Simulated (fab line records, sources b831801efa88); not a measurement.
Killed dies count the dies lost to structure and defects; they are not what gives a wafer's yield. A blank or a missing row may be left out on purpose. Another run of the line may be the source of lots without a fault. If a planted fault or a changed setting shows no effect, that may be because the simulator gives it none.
The tool behind it: which one?	flow sky130	Sampling: 12 lots, 36 wafers, 5 of 708 route steps

WHAT THE GAUGES SHOWED, per wafer
SKY_LOCAL_INTERCONNECT_RS_MEAS_01: a four-point-probe measurement.
lot	measured	on	LOCAL_INTERCONNECT_TIN_RS (ohm/sq)
L566	day 29 06:23	film_metro-03	14.02 14.05 14.08
L567	day 29 19:38	film_metro-03	14.08 14.07 14.17
L572	day 31 04:51	film_metro-02	14.08 14.20 14.25
L575	day 32 19:07	film_metro-02	14.15 14.02 14.19
L578	day 33 20:10	film_metro-03	14.27 14.16 14.02
L580	day 34 08:21	film_metro-02	14.03 13.92 14.11
L581	day 34 16:25	film_metro-03	14.08 14.08 14.23
L583	day 35 08:38	film_metro-02	14.22 14.34 14.29
L586	day 35 21:20	film_metro-01	13.80 13.81 13.89
L587	day 36 03:24	film_metro-02	14.01 13.79 13.87
L588	day 36 13:41	film_metro-03	14.06 14.02 14.26
L589	day 36 14:38	film_metro-02	14.11 14.31 14.22

SKY_CONTACT_THK_MEAS_01.
lot	measured	on	CONTACT_CVD_00_THK (nm)
L566	day 30 10:53	film_metro-01	75.0 75.1 74.9
L567	day 31 00:03	film_metro-03	74.6 75.0 75.5
L572	day 32 09:26	film_metro-04	73.6 75.0 74.5
L575	day 33 22:41	film_metro-04	74.9 57.7 74.6
L578	day 34 22:56	film_metro-03	73.6 57.2 74.1
L580	day 35 11:38	film_metro-01	74.3 73.7 76.3
L581	day 35 19:40	film_metro-04	74.0 73.8 75.0
L583	day 36 11:37	film_metro-01	73.6 73.3 74.7
L586	day 37 00:24	film_metro-03	73.9 75.4 75.3
L587	day 37 06:23	film_metro-03	73.5 74.9 75.5
L588	day 37 17:19	film_metro-01	73.8 74.1 75.4
L589	day 37 17:43	film_metro-01	75.9 74.0 75.7

SKY_CONTACT_CD_MEAS_14 targets a cd of 170 nm.
lot	measured	on	cd_nm (nm)
L566	day 31 14:58	cd_sem-02	170.7 170.5 171.0
L567	day 32 04:46	cd_sem-02	169.4 171.8 170.3
L572	day 33 13:08	cd_sem-02	169.5 170.3 170.4
L575	day 35 01:14	cd_sem-02	170.3 170.8 169.9
L578	day 36 01:18	cd_sem-01	167.3 168.0 167.3
L580	day 36 14:08	cd_sem-01	168.5 167.4 168.1
L581	day 36 22:11	cd_sem-01	169.5 168.9 168.5
L583	day 37 14:17	cd_sem-01	167.1 168.0 168.2
L586	day 38 02:53	cd_sem-01	173.5 173.5 172.3
L587	day 38 08:53	cd_sem-01	170.3 169.6 169.3
L588	day 38 18:48	cd_sem-01	170.9 168.8 169.4
L589	day 38 20:14	cd_sem-01	173.1 172.3 172.1

TOOL THAT RAN EACH LOT (tool first, then ch and the chambers of the sampled wafers, then the start)
lot	SKY_LOCAL_INTERCONNECT_SPUTTER_00	SKY_CONTACT_CVD_00
L566	pvd_sputter-02, day 29 06:18	pecvd-01 ch 1,2, day 30 10:51
L567	pvd_sputter-02, day 29 19:33	pecvd-02 ch 0,1,2, day 31 00:00
L572	pvd_sputter-02, day 31 04:47	pecvd-02 ch 0,1,2, day 32 09:24
L575	pvd_sputter-03, day 32 18:59	pecvd-02 ch 0,1,2, day 33 22:38
L578	pvd_sputter-03, day 33 20:05	pecvd-02 ch 0,2, day 34 22:54
L580	pvd_sputter-03, day 34 08:17	pecvd-01 ch 0,2, day 35 11:36
L581	pvd_sputter-03, day 34 16:22	pecvd-04 ch 0,1, day 35 19:38
L583	pvd_sputter-01, day 35 08:34	pecvd-04 ch 0,2, day 36 11:35
L586	pvd_sputter-01, day 35 21:17	pecvd-01 ch 0,2, day 37 00:22
L587	pvd_sputter-01, day 36 03:18	pecvd-02 ch 1,2, day 37 06:20
L588	pvd_sputter-01, day 36 13:36	pecvd-01 ch 0,1,2, day 37 17:17
L589	pvd_sputter-02, day 36 14:34	pecvd-02 ch 0,2, day 37 17:41
- SKY_LOCAL_INTERCONNECT_SPUTTER_00: material TiN, target thk 100 nm, time 83.3 s.
- SKY_CONTACT_CVD_00: deposits Si3N4, target thk 75 nm.

WHAT THE TOOLS THEMSELVES READ (means of the sampled wafers that have a number; where no wafer has one, the mark that the record gives instead)
SKY_LOCAL_INTERCONNECT_SPUTTER_00.
lot	tool	throttle_valve_pct (%)
L566	pvd_sputter-02	29.0
L567	pvd_sputter-02	29.0
L572	pvd_sputter-02	29.0
L575	pvd_sputter-03	29.1
L578	pvd_sputter-03	29.0
L580	pvd_sputter-03	29.3
L581	pvd_sputter-03	29.0
L583	pvd_sputter-01	29.5
L586	pvd_sputter-01	30.0
L587	pvd_sputter-01	29.8
L588	pvd_sputter-01	29.9
L589	pvd_sputter-02	29.2

SKY_CONTACT_CVD_00.
lot	tool	heater_power_w (W)
L566	pecvd-01	662
L567	pecvd-02	853
L572	pecvd-02	874
L575	pecvd-02	768
L578	pecvd-02	911
L580	pecvd-01	832
L581	pecvd-04	545
L583	pecvd-04	717
L586	pecvd-01	795
L587	pecvd-02	826
L588	pecvd-01	742
L589	pecvd-02	909

THE ANSWER, worked out from the rows above alone
Rule: the lots themselves supply what counts as usual. Put in order of their means at a reading, lots are off if they are a third of the lots or fewer, leave a main group of 4 or more, and stand apart from it by a gap of 3 or more times the standard deviation of the main group's means; of several such gaps the widest counts. The tables above print the reading to a certain number of digits; a main group whose means all agree to those digits is not used. Also off: a lot with no number at a reading for which 4 or more lots have one. All remaining lots with rows at the step are treated as sound. First the gauges in route order, then the tools' own readings, where a lot's mean is used as printed above. The first step at which some lot is off is used, and at that step the reading that is off furthest; a lot without a number counts as furthest.
Off: at SKY_CONTACT_THK_MEAS_01 (CONTACT_CVD_00_THK), L575, L578. The main group has a mean of 74.6 nm with a standard deviation of 0.39.
A tool fits if, at a process step before that reading, it ran every lot that is off, and no sound lot after the first of them. Gauges at SKY_CONTACT_THK_MEAS_01: tried the same way as those tools. None of those tried fits.

WHAT THE SIMULATOR HAD PUT IN
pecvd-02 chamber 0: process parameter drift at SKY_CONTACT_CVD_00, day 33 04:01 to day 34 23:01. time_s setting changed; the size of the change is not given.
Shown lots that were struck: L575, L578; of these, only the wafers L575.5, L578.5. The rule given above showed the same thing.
